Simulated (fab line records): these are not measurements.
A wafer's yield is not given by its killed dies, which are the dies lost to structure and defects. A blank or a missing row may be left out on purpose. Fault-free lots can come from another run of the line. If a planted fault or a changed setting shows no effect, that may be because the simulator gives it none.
fab line records	flow gf180mcu
record lots=12	wafers=36	last_day=34
route steps=602 shown HV_LDD@186 PSD@255 NSD@262 CONTACT@289
lots that met no fault: taken from a fault-free run of the same line
start_h: start of the lot's first displayed wafer, in hours after the record's first day	wait_h: how many hours have passed since the lot's step before this one	" as in the row above	L1.1+2: a single row standing in for several wafers	- either no value or no given start	* or withheld: withheld	< > ~ a bound
route shown NAME@n: a module of which the file shows steps, and the number in the route of the first	usual: mean/standard deviation of fault-free wafers	same: alike in all rows	chamber/n: place in a boat	sites: readings site by site	_std_site: standard deviation across them	_edge_site: the outer-site mean with the inner-site mean subtracted	radius_mm: for every site, how far away it sits from the centre of the wafer	mask NAME#n: copy n	behind: the last tool/chamber to shape the wafer	hold: cause of the lot's hold/its duration in hours/its outcome	device: the n, p or np transistor that did not switch	end of line: at the end of the route, the tests of the same wafers	a step without rows: its recipe alone	killed: not the wafer's yield, but the dies lost to structure and defects at the first sort	map: the dies of a wafer, with x for killed, . for not killed, _ for no die there
set.NAME: setting as actually run; set.NAME@STEP: the setting as run at that earlier step	model.NAME: the simulator's own value behind a step, which no gauge read
steps of the route over a sample of lots; a table a step, a row a wafer
services: the hour from which a tool's chamber was out of use, counted from the record's first day as start_h (under 0 if before that day), plus the number of hours and why
## steps
# step GF_HV_LDD_STRIP_10
# recipe chemistry=O2/N2	power_w=1400	pressure_mtorr=1500	platen_temp_c=250	o2_flow_sccm=3000	n2_flow_sccm=300	overash_fraction=0.5
# usual drypump_motor_current_A=5.6/0.38	heater_power_w=324/55	oes_product_au=0.715/0.0042	strip_time_to_endpoint_s=12.65/0.035
# same overash_fraction=0.5
lot.wafer	tool	chamber	start_h	wait_h	drypump_motor_current_A	heater_power_w	oes_product_au	rf_hours_counter_h	strip_time_to_endpoint_s
L110.3	plasma_asher-02	0	223.24	0.1	5.8	290	0.718	-	12.68
L110.5	"	1	"	"	6.0	298	0.715	-	12.63
L110.6	"	0	"	"	5.8	295	0.717	-	12.62
L111.1	plasma_asher-01	0	227.71	0.1	4.8	321	0.718	11	12.64
L111.2	"	1	"	"	5.7	257	0.719	11	12.65
L111.6	"	1	"	"	5.7	252	0.717	-	12.62
L112.1	plasma_asher-03	1	242.46	0.1	5.5	327	0.712	62	12.54
L112.2	"	0	"	"	5.7	443	0.715	62	12.58
L112.6	"	1	"	"	5.5	331	0.712	-	12.56
L116.1	plasma_asher-03	0	274.41	0.1	5.7	429	0.722	66	12.67
L116.4	"	1	"	"	5.5	331	0.715	-	12.67
L116.6	"	1	"	"	5.5	328	0.710	-	12.62
L115.2	plasma_asher-02	0	283.15	0.1	5.9	296	0.713	61	12.57
L115.3	"	1	"	"	6.0	295	0.712	-	12.60
L115.4	"	0	"	"	5.8	294	0.716	-	12.61
L117.2	plasma_asher-03	1	292.51	0.1	5.5	332	0.717	68	12.65
L117.3	"	1	"	"	5.5	324	0.715	-	12.61
L117.5	"	1	"	"	5.5	334	0.716	-	12.60
L118.1	plasma_asher-02	0	298.90	0.1	5.9	296	0.710	63	12.65
L118.2	"	1	"	"	6.0	289	0.717	63	12.64
L118.3	"	1	"	"	6.0	297	0.716	-	12.66
L120.2	plasma_asher-02	1	306.32	0.1	6.0	291	0.724	64	12.64
L120.4	"	0	"	"	5.9	292	0.722	-	12.61
L120.5	"	0	"	"	5.9	290	0.715	-	12.66
L121.3	plasma_asher-01	1	319.09	0.1	5.7	268	0.716	-	12.65
L121.4	"	0	"	"	4.8	337	0.711	-	12.63
L121.5	"	0	"	"	4.8	325	0.706	-	12.68
L122.2	plasma_asher-01	1	319.66	0.1	5.7	265	0.711	18	12.65
L122.3	"	1	"	"	5.7	269	0.717	-	12.63
L122.5	"	1	"	"	5.7	264	0.712	-	12.64
L126.2	plasma_asher-02	1	342.12	0.1	6.0	293	0.714	68	12.61
L126.4	"	1	"	"	6.0	289	0.713	-	12.61
L126.6	"	1	"	"	6.0	291	0.716	-	12.67
L132.1	plasma_asher-01	1	391.50	0.1	5.7	268	0.718	25	12.64
L132.2	"	0	"	"	4.8	326	0.710	25	12.62
L132.6	"	0	"	"	4.8	324	0.712	-	12.64
# step GF_PSD_CD_MEAS_07
# recipe target_cd_nm=400
# usual cd_nm=399.1/2.2
lot.wafer	tool	chamber	start_h	wait_h	cd_nm
L110.3	cd_sem-02	-	326.79	0.1	396.0
L110.5	"	-	"	"	393.9
L110.6	"	-	"	"	396.0
L111.1	cd_sem-02	-	329.21	0.1	397.1
L111.2	"	-	"	"	397.5
L111.6	"	-	"	"	399.3
L112.1	cd_sem-02	-	347.49	0.1	399.9
L112.2	"	-	"	"	398.8
L112.6	"	-	"	"	399.8
L116.1	cd_sem-02	-	385.91	0.1	400.9
L116.4	"	-	"	"	401.7
L116.6	"	-	"	"	401.4
L115.2	cd_sem-01	-	395.32	0.1	403.7
L115.3	"	-	"	"	401.6
L115.4	"	-	"	"	403.4
L117.2	cd_sem-02	-	404.47	0.1	396.6
L117.3	"	-	"	"	397.4
L117.5	"	-	"	"	397.9
L118.1	cd_sem-01	-	414.41	0.1	400.8
L118.2	"	-	"	"	403.1
L118.3	"	-	"	"	402.2
L120.2	cd_sem-02	-	429.32	0.1	398.3
L120.4	"	-	"	"	397.5
L120.5	"	-	"	"	399.3
L121.3	cd_sem-01	-	433.55	0.1	397.3
L121.4	"	-	"	"	398.4
L121.5	"	-	"	"	398.9
L122.2	cd_sem-01	-	436.66	0.1	396.1
L122.3	"	-	"	"	398.3
L122.5	"	-	"	"	398.5
L126.2	cd_sem-01	-	463.12	0.1	400.0
L126.4	"	-	"	"	399.5
L126.6	"	-	"	"	398.3
L132.1	cd_sem-02	-	522.70	0.1	400.0
L132.2	"	-	"	"	400.1
L132.6	"	-	"	"	397.2
# step GF_PSD_RTA_13
# recipe temp_c=1025	time_s=20	ambient=N2
# usual lamp_power_pct=35.1/2.5	wafer_temp_C_max=1028.5/1.2
lot.wafer	tool	chamber	start_h	wait_h	lamp_power_pct	wafer_temp_C_max
L110.3	rtp_anneal-01	0	327.30	0.0	32.5	1027.4
L110.5	"	0	"	"	32.5	1026.4
L110.6	"	0	"	"	32.6	1027.5
L111.1	rtp_anneal-02	0	329.73	0.0	37.5	1029.1
L111.2	"	0	"	"	37.5	1029.4
L111.6	"	0	"	"	37.6	1028.6
L112.1	rtp_anneal-02	0	348.01	0.0	37.6	1027.8
L112.2	"	0	"	"	37.5	1028.7
L112.6	"	0	"	"	37.6	1029.8
L116.1	rtp_anneal-01	0	386.43	0.0	32.6	1029.6
L116.4	"	0	"	"	32.6	1028.3
L116.6	"	0	"	"	32.5	1027.5
L115.2	rtp_anneal-02	0	395.83	0.0	37.5	1029.5
L115.3	"	0	"	"	37.6	1028.8
L115.4	"	0	"	"	37.6	1031.2
L117.2	rtp_anneal-01	0	404.98	0.0	32.6	1027.8
L117.3	"	0	"	"	32.6	1027.2
L117.5	"	0	"	"	32.6	1026.5
L118.1	rtp_anneal-01	0	414.93	0.0	32.6	1027.3
L118.2	"	0	"	"	32.6	1027.8
L118.3	"	0	"	"	32.6	1027.8
L120.2	rtp_anneal-02	0	429.83	0.0	37.6	1029.3
L120.4	"	0	"	"	37.6	1028.5
L120.5	"	0	"	"	37.6	1031.4
L121.3	rtp_anneal-02	0	434.05	0.0	41.6	1069.5
L121.4	"	0	"	"	41.5	1069.6
L121.5	"	0	"	"	41.6	1067.5
L122.2	rtp_anneal-02	0	437.17	0.0	41.6	1068.1
L122.3	"	0	"	"	41.5	1069.9
L122.5	"	0	"	"	41.6	1068.8
L126.2	rtp_anneal-01	0	463.64	0.0	32.6	1027.5
L126.4	"	0	"	"	32.6	1028.2
L126.6	"	0	"	"	32.6	1027.1
L132.1	rtp_anneal-01	0	523.22	0.0	32.6	1027.9
L132.2	"	0	"	"	32.6	1027.2
L132.6	"	0	"	"	32.6	1027.6
# step GF_PSD_RS_MEAS_14
# recipe thk_meas_gauge=four-point-probe
# usual NSD_RS=46.14/0.077
lot.wafer	tool	chamber	start_h	wait_h	NSD_RS[ohm/sq]
L110.3	film_metro-02	-	327.40	0.1	46.18
L110.5	"	-	"	"	46.10
L110.6	"	-	"	"	46.19
L111.1	film_metro-01	-	329.82	0.1	46.09
L111.2	"	-	"	"	46.16
L111.6	"	-	"	"	46.11
L112.1	film_metro-01	-	348.09	0.1	46.11
L112.2	"	-	"	"	46.28
L112.6	"	-	"	"	46.19
L116.1	film_metro-04	-	386.60	0.2	46.14
L116.4	"	-	"	"	46.27
L116.6	"	-	"	"	46.14
L115.2	film_metro-04	-	395.92	0.1	46.23
L115.3	"	-	"	"	46.30
L115.4	"	-	"	"	46.04
L117.2	film_metro-04	-	405.07	0.1	46.16
L117.3	"	-	"	"	46.09
L117.5	"	-	"	"	46.12
L118.1	film_metro-04	-	415.01	0.1	46.02
L118.2	"	-	"	"	46.21
L118.3	"	-	"	"	46.10
L120.2	film_metro-04	-	429.92	0.1	46.23
L120.4	"	-	"	"	46.21
L120.5	"	-	"	"	46.22
L121.3	film_metro-04	-	434.15	0.1	40.44
L121.4	"	-	"	"	40.47
L121.5	"	-	"	"	40.52
L122.2	film_metro-02	-	437.26	0.1	40.50
L122.3	"	-	"	"	40.44
L122.5	"	-	"	"	40.43
L126.2	film_metro-04	-	463.73	0.1	46.18
L126.4	"	-	"	"	46.09
L126.6	"	-	"	"	46.31
L132.1	film_metro-02	-	523.30	0.1	46.20
L132.2	"	-	"	"	46.21
L132.6	"	-	"	"	46.11
# step GF_PSD_RS_MEAS_15
# recipe thk_meas_gauge=four-point-probe
# usual PSD_RS=108.54/0.28
lot.wafer	tool	chamber	start_h	wait_h	PSD_RS[ohm/sq]
L110.3	film_metro-02	-	327.52	0.1	108.41
L110.5	"	-	"	"	108.19
L110.6	"	-	"	"	108.58
L111.1	film_metro-01	-	329.94	0.1	108.44
L111.2	"	-	"	"	108.36
L111.6	"	-	"	"	108.60
L112.1	film_metro-01	-	348.21	0.1	109.13
L112.2	"	-	"	"	109.05
L112.6	"	-	"	"	109.13
L116.1	film_metro-04	-	386.72	0.1	108.58
L116.4	"	-	"	"	108.89
L116.6	"	-	"	"	108.40
L115.2	film_metro-04	-	396.04	0.1	109.23
L115.3	"	-	"	"	108.72
L115.4	"	-	"	"	108.77
L117.2	film_metro-04	-	405.19	0.1	108.27
L117.3	"	-	"	"	108.34
L117.5	"	-	"	"	108.50
L118.1	film_metro-04	-	415.13	0.1	108.52
L118.2	"	-	"	"	108.18
L118.3	"	-	"	"	108.61
L120.2	film_metro-04	-	430.04	0.1	108.41
L120.4	"	-	"	"	108.65
L120.5	"	-	"	"	108.61
L121.3	film_metro-04	-	434.27	0.1	91.94
L121.4	"	-	"	"	92.44
L121.5	"	-	"	"	92.43
L122.2	film_metro-02	-	437.38	0.1	92.51
L122.3	"	-	"	"	92.42
L122.5	"	-	"	"	92.36
L126.2	film_metro-04	-	463.85	0.1	109.17
L126.4	"	-	"	"	108.52
L126.6	"	-	"	"	109.25
L132.1	film_metro-02	-	523.42	0.1	108.49
L132.2	"	-	"	"	108.28
L132.6	"	-	"	"	108.25
# step GF_CONTACT_CVD_02
# recipe material=SiO2	target_thk_nm=860	precursor=TEOS	temp_c=400	time_s=95.992	rf_w=600
# usual heater_power_w=647/100	rf_fwd_power_W=595.0/2.1
lot.wafer	tool	chamber	start_h	wait_h	heater_power_w	rf_fwd_power_W
L110.3	pecvd-03	2	349.88	0.0	761	593.6
L110.5	"	0	"	"	592	594.6
L110.6	"	2	"	"	806	593.5
L111.1	pecvd-03	1	352.71	0.1	598	594.9
L111.2	"	0	"	"	591	594.0
L111.6	"	1	"	"	471	596.0
L112.1	pecvd-03	2	371.43	0.1	796	594.4
L112.2	"	0	"	"	596	592.5
L112.6	"	0	"	"	617	592.8
L116.1	pecvd-03	2	410.28	0.1	775	596.4
L116.4	"	1	"	"	569	596.7
L116.6	"	0	"	"	493	593.1
L115.2	pecvd-03	1	422.64	0.0	548	595.5
L115.3	"	1	"	"	589	596.4
L115.4	"	2	"	"	816	595.6
L117.2	pecvd-04	0	428.83	0.0	518	599.1
L117.3	"	2	"	"	741	596.0
L117.5	"	2	"	"	612	597.8
L118.1	pecvd-03	1	439.61	0.1	549	598.5
L118.2	"	0	"	"	622	592.4
L118.3	"	2	"	"	792	593.5
L120.2	pecvd-03	0	455.36	0.0	497	597.0
L120.4	"	1	"	"	568	595.1
L120.5	"	1	"	"	608	596.3
L121.3	pecvd-03	1	460.27	0.1	476	596.4
L121.4	"	0	"	"	590	592.2
L121.5	"	1	"	"	543	593.2
L122.2	pecvd-02	1	463.05	0.0	750	593.4
L122.3	"	2	"	"	703	596.5
L122.5	"	2	"	"	585	594.0
L126.2	pecvd-03	2	489.13	0.0	783	596.0
L126.4	"	0	"	"	489	596.6
L126.6	"	2	"	"	825	595.0
L132.1	pecvd-03	0	547.21	0.1	610	594.2
L132.2	"	2	"	"	720	596.3
L132.6	"	2	"	"	756	598.4
## services
tool	chamber	start_h	hours	kind
pecvd-02	2	200.67	7.8	repair
plasma_asher-02	-	238.69	0.7	repair
pecvd-03	1	239.71	9.2	repair
pecvd-04	0	244.53	4.7	repair
rtp_anneal-01	-	246.99	2.2	repair
plasma_asher-01	-	250.73	8.6	pm
plasma_asher-03	-	254.06	1.0	repair
rtp_anneal-01	-	262.92	6.2	pm
pecvd-04	0	282.34	8.0	repair
plasma_asher-01	-	286.68	14.6	pm
plasma_asher-03	-	296.03	6.9	repair
pecvd-03	-	302.24	4.3	pm
pecvd-04	-	324.48	46.0	repair
rtp_anneal-02	-	325.87	1.5	pm
pecvd-03	-	351.02	1.0	repair
pecvd-02	-	368.88	14.0	pm
pecvd-04	2	383.93	3.5	repair
plasma_asher-03	-	403.66	4.9	repair
plasma_asher-02	-	416.48	2.8	pm
pecvd-03	0	420.45	3.5	repair
plasma_asher-03	-	421.25	9.0	pm
pecvd-03	2	440.21	44.7	repair
plasma_asher-03	-	473.02	6.1	repair
pecvd-03	1	476.79	5.3	repair
## key
first_sign step=GF_PSD_RTA_13	reading=wafer_temp_C_max	direction=up	sigmas=33	usual=*	struck=*
effect step=GF_PSD_RS_MEAS_14	reading=NSD_RS	direction=down	sigmas=74	usual=46.14	struck=40.47
effect step=GF_PSD_RS_MEAS_15	reading=PSD_RS	direction=down	sigmas=57	usual=108.54	struck=92.35
met_at GF_PSD_RTA_13
struck_lots L121,L122
tester_left_out L121,L122
not_acting_at GF_HV_LDD_STRIP_10,GF_PSD_CD_MEAS_07,GF_CONTACT_CVD_02
onset_between 429.83 434.05
fault kind=process_parameter_drift	tool=rtp_anneal-02	chamber=-	onset_h=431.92	steps=GF_PSD_RTA_13	channel=temp_c	offset=*	shape=step	end_h=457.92	acts_in=*	stated=*
# tester_left_out: of these lots the tester's yield and bins aren't shown, on N5 and GAA mostly nor the transistor test; their killed dies are dies lost to structure and defects alone, not to doping, threshold or leakage, so they don't give the yield
